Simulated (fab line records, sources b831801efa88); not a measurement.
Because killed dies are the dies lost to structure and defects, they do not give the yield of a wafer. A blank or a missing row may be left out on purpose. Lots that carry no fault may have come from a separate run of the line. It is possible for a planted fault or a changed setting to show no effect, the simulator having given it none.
Problem report in the 8D (eight disciplines) form, filled by code :: flow gf180mcu :: the parts of the form that need people (team, actions taken, sign-off) are left out

1. THE PROBLEM
Wafers without a fault read 0.990 a.u., standard deviation 0.0071; oes-product-au at GF_M2_METAL_ETCH_16 reads a mean of 0.851 a.u. on 3 wafers belonging to 2 lots. Relative to the usual mean, that is a shift of -20 standard deviations.
The step: etches the open film in Cl2/BCl3, stops on SiO2, target depth 750.8 nm, time 125.1 s.
Earliest sighting: wafer L142.1 on rie-metal-04 at day 20 21:17. The record holds 42 wafers of 14 lots with a number at this step. By rule, "out" or "out of limits" means more than 4 standard deviations away from the usual mean. The other wafers with a number count as sound.

2. WHAT IT IS, WHAT IT ISN'T
question: which readings at this step
is: oes-product-au, throttle-valve-pct
is not: drypump-motor-current-A

question: which lots
is: L142, L146
is not: L139, L140, L143, L154, L155, L156, L157, L158, L159, L160, L161, L162

question: which wafers of those lots
is: L142.1, L142.3, L146.3
is not: L142.6, L146.2, L146.6

question: read on which tools
is: rie-metal-04
is not: rie-metal-02, rie-metal-03

question: when
is: from day 20 21:17
is not: up to then (10 sound wafers); but 29 sound wafers of L146, L154, L155, L156, L157, L158, L159, L160, L161, L162 came after

3. WHAT RULES OUT EACH SUSPECT
Counting: any tool at a process step up to the reading remains a suspect provided it ran every lot that is out. Sound lots after the first of them don't rule it out here, since some wafers of a struck lot are sound.
- plasma-asher-01 at GF_SAB_STRIP_13 (strips in O2/N2): kept. It ran every lot that is out, first L142 (day 16 16:24); its last sound lot up to then is L140 (day 15 19:02).
- cmp-01 at GF_CONTACT_CMP_04 (polishes SiO2): kept. It ran every lot that is out, first L142 (day 16 17:27); its last sound lot up to then is L143 (day 16 11:17).
- pvd-sputter-01 at GF_M1_SPUTTER_02 (material AlCu, target thk 450 nm, time 23.9 s): kept. It ran every lot that is out, first L142 (day 17 18:22).
- rie-metal-04 at GF_M2_METAL_ETCH_16 (etches the open film in Cl2/BCl3, stops on SiO2, target depth 750.8 nm, time 125.1 s): kept. It ran every lot that is out, first L142 (day 20 21:17); its last sound lot up to then is L143 (day 20 14:53). Out on those wafers are its own readings of oes-product-au, throttle-valve-pct.
Left after counting: plasma-asher-01 at GF_SAB_STRIP_13, cmp-01 at GF_CONTACT_CMP_04, pvd-sputter-01 at GF_M1_SPUTTER_02, rie-metal-04 at GF_M2_METAL_ETCH_16.

4. THE CAUSE (what the simulator had put in)
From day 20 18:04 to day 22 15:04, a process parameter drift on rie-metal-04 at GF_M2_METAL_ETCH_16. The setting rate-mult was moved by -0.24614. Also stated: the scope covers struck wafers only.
Counting left 4 suspects, and this tool is among them.

5. THE CHAIN OF EFFECTS, in route order
Each row: a reading whose mean over the struck wafers that have a number lies more than 3 standard deviations from the usual. Scope: only readings with a usual standard deviation given in the record; hours: median across lots of the time from each lot's start at the first step in this table that gives one to its start at this step; sigmas: change in usual standard deviations.
hours: 0
step: GF_M2_METAL_ETCH_16
reading: oes-product-au
usual: 0.990 a.u.
on struck wafers: 0.851
change: -0.139
sigmas: -20

hours: 0
step: GF_M2_METAL_ETCH_16
reading: throttle-valve-pct
usual: 28.231 %
on struck wafers: 28.379
change: +0.148
sigmas: +12

hours: 0
step: GF_M2_STRIP_17
reading: oes-product-au
usual: 0.539 a.u.
on struck wafers: 0.570
change: +0.031
sigmas: +5.6

hours: 0
step: GF_M2_STRIP_17
reading: strip-time-to-endpoint-s
usual: 7.40 s
on struck wafers: 8.11
change: +0.71
sigmas: +11
The process steps in it:
- GF_M2_METAL_ETCH_16: etches the open film in Cl2/BCl3, stops on SiO2, target depth 750.8 nm, time 125.1 s.
- GF_M2_STRIP_17: strips in O2/N2.

6. WHAT WOULD HAVE CAUGHT IT SOONER
In this record the first reading out of limits was taken at day 20 21:17, 3 hours after the fault began at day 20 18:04.
